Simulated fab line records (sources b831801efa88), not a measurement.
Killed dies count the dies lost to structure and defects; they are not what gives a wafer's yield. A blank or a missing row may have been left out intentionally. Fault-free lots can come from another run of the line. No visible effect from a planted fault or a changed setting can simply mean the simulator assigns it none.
Code-filled problem report in 8D (eight disciplines) form	flow sky130	the parts of the form that need people (team, actions taken, sign-off) are left out

== 1. WHAT WENT WRONG ==
Mean of chamber_pressure_pa at SKY_METAL3_SPUTTER_04: 0.4970 Pa across 2 wafers in 2 lots; on wafers with no fault it is 0.4000 Pa (standard deviation 0.00074). That is +99 or more standard deviations from the usual mean.
The step: material TiN, target thk 70 nm, time 58.3 s.
Seen first at day 40 03:54 on pvd_sputter-03, wafer L990.3. The record holds 18 wafers of 6 lots with a number at this step. The rule behind "out" and "out of limits": a value lying over 4 standard deviations away from the usual mean. Any other wafer with a number is counted as sound.

== 2. WHAT IT IS, AND WHAT IT ISN'T ==
question	is	is not
which readings at this step	chamber_pressure_pa	-
which lots	L990, L991	L981, L982, L997, L999
which wafers of those lots	L990.3, L991.2	L990.4, L990.5, L991.1, L991.6
read on which tools	pvd_sputter-03	pvd_sputter-01, pvd_sputter-02
when	from day 40 03:54	up to then (8 sound wafers); but 8 sound wafers of L991, L997, L999 came after

== 3. THE SUSPECTS, EACH WITH WHAT RULES IT OUT ==
Counting: any tool at a process step up to the reading remains a suspect provided it ran every lot that is out. Sound lots after the first of them don't rule it out here, since some wafers of a struck lot are sound.
- pvd_sputter-04 at SKY_VIA2_SPUTTER_20 (material TiN, target thk 20 nm, time 80 s): kept. It ran every lot that is out, first L990 (day 40 03:07); its last sound lot up to then is L981 (day 37 02:49).
- pvd_sputter-03 at SKY_METAL3_SPUTTER_00 (material Ti, target thk 15 nm, time 10 s): kept. It ran every lot that is out, first L990 (day 40 03:47); its last sound lot up to then is L981 (day 37 03:29).
- pvd_sputter-03 at SKY_METAL3_SPUTTER_01 (material TiN, target thk 20 nm, time 16.7 s): kept. It ran every lot that is out, first L990 (day 40 03:49); its last sound lot up to then is L981 (day 37 03:31).
- pvd_sputter-03 at SKY_METAL3_SPUTTER_02 (material AlCu, target thk 735 nm, time 39.1 s): kept. It ran every lot that is out, first L990 (day 40 03:50); its last sound lot up to then is L981 (day 37 03:32).
- pvd_sputter-03 at SKY_METAL3_SPUTTER_04 (material TiN, target thk 70 nm, time 58.3 s): kept. It ran every lot that is out, first L990 (day 40 03:54); its last sound lot up to then is L981 (day 37 03:36). On those wafers its own readings are out: chamber_pressure_pa.
Left after counting: pvd_sputter-04 at SKY_VIA2_SPUTTER_20, pvd_sputter-03 at SKY_METAL3_SPUTTER_00, pvd_sputter-03 at SKY_METAL3_SPUTTER_01, pvd_sputter-03 at SKY_METAL3_SPUTTER_02, pvd_sputter-03 at SKY_METAL3_SPUTTER_04.

== 4. THE CAUSE (what the simulator had put in) ==
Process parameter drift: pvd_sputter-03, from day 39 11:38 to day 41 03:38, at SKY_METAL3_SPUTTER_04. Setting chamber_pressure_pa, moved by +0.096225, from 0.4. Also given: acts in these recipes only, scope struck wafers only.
Of the 5 suspects that counting leaves, this tool is one.

== 5. SEQUENCE OF EFFECTS, ordered by route ==
Each row: a reading whose mean over the struck wafers that have a number lies more than 3 standard deviations from the usual. Only readings whose record carries a usual standard deviation are examined. hours: median over the lots of the time between each lot's start at the first step of this table that gives one and its start at this step. sigmas: the change, counted in usual standard deviations.
hours	step	reading	usual	on struck wafers	change	sigmas
0	SKY_METAL3_SPUTTER_04	chamber_pressure_pa	0.4000 Pa	0.4970	+0.0969	+99 or more
0	SKY_METAL3_SPUTTER_04	throttle_valve_pct	30.1 %	26.8	-3.4	-3.0
Its process steps:
- SKY_METAL3_SPUTTER_04: material TiN, target thk 70 nm, time 58.3 s.

== 6. HOW IT WOULD HAVE BEEN CAUGHT EARLIER ==
In this record no reading fell out of limits until day 40 03:54, 16 hours after the fault had begun at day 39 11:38.
